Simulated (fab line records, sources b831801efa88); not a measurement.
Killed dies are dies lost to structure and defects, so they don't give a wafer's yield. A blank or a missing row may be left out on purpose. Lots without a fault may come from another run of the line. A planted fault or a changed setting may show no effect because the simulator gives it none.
Chamber matching | flow sky130 | SKY_VIA2_CMP_24 on cmp-01: 4 sister chambers
The step polishes, stops on SiO2, t overpolish 20 s, target thk 0 nm. 14 wafers are shown with their chamber, then 7 later ones without.

WAFERS WITH THEIR CHAMBER
wafer  | chamber | motor_current_A (A) | time_to_endpoint_s (s) | platen_rpm (rpm)
L925.1 | 3       | 10.0                | 103                    | 59.98
L925.2 | 1       | 9.8                 | 108                    | 59.98
L925.4 | 0       | 12.2                | 103                    | 60.00
L928.2 | 2       | 10.8                | 107                    | 59.97
L928.4 | 1       | 9.9                 | 109                    | 59.93
L928.5 | 0       | 12.4                | 111                    | 60.11
L929.2 | 3       | 10.1                | 100                    | 59.95
L929.4 | 1       | 10.3                | 109                    | 59.99
L929.5 | 2       | 10.0                | 104                    | 60.02
L932.3 | 0       | 12.2                | 104                    | 60.06
L932.4 | 2       | 10.8                | 104                    | 60.09
L932.6 | 2       | 10.2                | 103                    | 60.00
L933.3 | 3       | 9.6                 | 99                     | 60.00
L933.4 | 1       | 10.2                | 104                    | 59.97

SIGNATURES (means of the wafers above)
reading            | chamber 0 | chamber 1 | chamber 2 | chamber 3 | scatter within a chamber
motor_current_A    | 12.267    | 10.050    | 10.450    | 9.900     | 0.291
time_to_endpoint_s | 106.00    | 107.50    | 104.50    | 100.67    | 2.7
platen_rpm         | 60.0567   | 59.9675   | 60.0200   | 59.9767   | 0.0415
Rule: a wafer's distance from a chamber is the root of the sum, over the readings, of the square of ((its reading less the chamber's mean) divided by the reading's scatter). The wafer belongs to the nearest chamber; if the next one is less than 2 further off, it can't be placed. The scatter: the root of (the sum of the squares of (reading less its chamber's mean) over the shown wafers, divided by (wafers less chambers)).

WAFERS WITHOUT THEIR CHAMBER
wafer  | motor_current_A (A) | time_to_endpoint_s (s) | platen_rpm (rpm)
L933.6 | 12.4                | 103                    | 59.93
L938.1 | 12.1                | 100                    | 60.02
L938.4 | 9.4                 | 99                     | 60.02
L938.5 | 10.4                | 104                    | 60.03
L944.2 | 10.4                | 95                     | 59.99
L944.3 | 12.3                | 96                     | 60.02
L944.6 | 12.3                | 95                     | 59.99

WHICH CHAMBER EACH WENT THROUGH
wafer  | from the rows above     | in truth
L933.6 | 0                       | 0
L938.1 | 0                       | 0
L938.4 | can't be placed: 3 or 1 | 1
L938.5 | can't be placed: 2 or 1 | 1
L944.2 | can't be placed: 3 or 2 | 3
L944.3 | 0                       | 0
L944.6 | 0                       | 0
Placed correctly: 4 of 7. Can't be placed from these rows: 3 (the true chamber is among the candidates in 3). Placed wrongly: 0.
